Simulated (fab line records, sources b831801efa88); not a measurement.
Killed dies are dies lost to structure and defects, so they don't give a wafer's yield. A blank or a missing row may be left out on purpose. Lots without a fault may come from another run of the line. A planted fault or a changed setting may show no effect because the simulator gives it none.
Chamber matching | flow sky130 | SKY_POLY_CUT_ETCH_10 on rie_diel-04: 4 sister chambers
The step etches BARC in N2/H2, stops on SiO2, time 45.9 s, target depth 60 nm. 14 wafers are shown with their chamber, then 7 later ones without.

WAFERS WITH THEIR CHAMBER
wafer  | chamber | drypump_motor_current_A (A) | oes_product_au (a.u.) | throttle_valve_pct (%)
L706.1 | 3       | 5.3                         | 0.858                 | 13.230
L706.3 | 0       | 6.0                         | 0.852                 | 13.221
L706.6 | 0       | 6.0                         | 0.855                 | 13.221
L707.1 | 3       | 5.3                         | 0.859                 | 13.217
L707.4 | 0       | 6.0                         | 0.850                 | 13.243
L707.6 | 3       | 5.3                         | 0.842                 | 13.230
L709.1 | 1       | 5.1                         | 0.857                 | 13.225
L709.2 | 2       | 5.7                         | 0.847                 | 13.217
L709.5 | 0       | 6.0                         | 0.859                 | 13.223
L721.1 | 0       | 6.0                         | 0.854                 | 13.226
L721.2 | 2       | 5.8                         | 0.853                 | 13.224
L721.6 | 3       | 5.3                         | 0.860                 | 13.217
L722.2 | 3       | 5.3                         | 0.859                 | 13.220
L722.3 | 1       | 5.1                         | 0.852                 | 13.221

SIGNATURES (means of the wafers above)
reading                 | chamber 0 | chamber 1 | chamber 2 | chamber 3 | scatter within a chamber
drypump_motor_current_A | 6.000     | 5.100     | 5.750     | 5.300     | 0.0224
oes_product_au          | 0.85400   | 0.85450   | 0.85000   | 0.85560   | 0.00557
throttle_valve_pct      | 13.22680  | 13.22300  | 13.22050  | 13.22280  | 0.00746
Rule: a wafer's distance from a chamber is the root of the sum, over the readings, of the square of ((its reading less the chamber's mean) divided by the reading's scatter). The wafer belongs to the nearest chamber; if the next one is less than 2 further off, it can't be placed. The scatter: the root of (the sum of the squares of (reading less its chamber's mean) over the shown wafers, divided by (wafers less chambers)).

WAFERS WITHOUT THEIR CHAMBER
wafer  | drypump_motor_current_A (A) | oes_product_au (a.u.) | throttle_valve_pct (%)
L722.6 | 5.3                         | 0.849                 | 13.229
L724.2 | 6.0                         | 0.853                 | 13.231
L724.4 | 5.2                         | 0.856                 | 13.227
L724.5 | 5.8                         | 0.862                 | 13.218
L729.2 | 5.1                         | 0.856                 | 13.231
L729.3 | 5.3                         | 0.846                 | 13.216
L729.4 | 6.0                         | 0.849                 | 13.212

WHICH CHAMBER EACH WENT THROUGH
wafer  | from the rows above     | in truth
L722.6 | 3                       | 3
L724.2 | 0                       | 0
L724.4 | can't be placed: 3 or 1 | 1
L724.5 | 2                       | 2
L729.2 | 1                       | 1
L729.3 | 3                       | 3
L729.4 | 0                       | 0
Placed correctly: 6 of 7. Can't be placed from these rows: 1 (the true chamber is among the candidates in 1). Placed wrongly: 0.
